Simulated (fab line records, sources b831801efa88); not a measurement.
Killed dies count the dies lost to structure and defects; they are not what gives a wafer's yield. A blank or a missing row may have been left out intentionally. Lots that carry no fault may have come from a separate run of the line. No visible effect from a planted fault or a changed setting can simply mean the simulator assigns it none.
Chamber matching	flow sky130	SKY_VIA3_CMP_24 on cmp-02: 4 sister chambers
The step polishes, stops on SiO2, t overpolish 20 s, target thk 0 nm. 16 wafers are shown with their chamber, then 8 later ones without.

WAFERS PAIRED WITH THEIR CHAMBERS
wafer	chamber	motorCurrentA (A)	retainingRingPressureFrac	overpolishRunS (s)
L463.3	3	10.7	1.001	20.003
L463.4	1	12.2	1.001	19.991
L463.6	1	11.7	1.005	19.994
L465.2	2	10.2	1.003	20.004
L465.3	0	11.8	0.997	20.007
L465.4	1	11.3	1.003	20.011
L467.1	0	12.2	1.012	20.011
L467.2	1	11.8	1.008	20.000
L467.4	2	10.1	0.996	20.004
L474.2	3	11.2	0.991	20.017
L474.4	2	11.2	0.990	20.002
L474.5	0	11.5	1.006	19.989
L475.1	1	12.0	0.995	20.006
L475.3	0	12.1	1.004	19.997
L475.5	3	10.9	0.999	20.002
L477.3	3	11.3	0.996	20.014

SIGNATURES (means of the wafers above)
reading	chamber 0	chamber 1	chamber 2	chamber 3	scatter within a chamber
motorCurrentA	11.900	11.800	10.500	11.025	0.379
retainingRingPressureFrac	1.00475	1.00240	0.99633	0.99675	0.00541
overpolishRunS	20.00100	20.00040	20.00333	20.00900	0.00788
Rule: for each reading, subtract the chamber's mean from the wafer's reading, divide by that reading's scatter and square the result; add these up over the readings and take the root, which gives the wafer's distance from the chamber. If the next closest chamber is less than 2 further off than the closest, the wafer can't be placed; otherwise it belongs to the closest. How the scatter is found: for the shown wafers, subtract from each reading the mean of its chamber, square and add these, divide the total by (wafers less chambers), then take the root.

WAFERS WHOSE CHAMBER IS MISSING
wafer	motorCurrentA (A)	retainingRingPressureFrac	overpolishRunS (s)
L477.4	12.2	0.998	20.014
L477.6	10.6	1.003	20.006
L480.3	11.0	0.996	20.000
L480.5	11.5	0.999	20.002
L480.6	10.2	0.991	19.987
L481.2	10.4	1.009	20.004
L481.4	11.6	1.005	19.994
L481.6	10.4	1.006	19.983

WHICH CHAMBER EACH WENT THROUGH
wafer	from the rows above	in truth
L477.4	can't be placed: 1 or 0 or 3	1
L477.6	can't be placed: 2 or 3 or 1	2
L480.3	can't be placed: 3 or 2 or 1 or 0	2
L480.5	can't be placed: 1 or 0 or 3 or 2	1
L480.6	can't be placed: 2 or 3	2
L481.2	can't be placed: 2 or 3 or 1 or 0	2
L481.4	can't be placed: 1 or 0 or 3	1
L481.6	can't be placed: 2 or 3 or 1 or 0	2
Correct placement for 0 of the 8. Not placeable from these rows: 8 (in 8, the candidates include the true chamber). 0 placed wrongly.
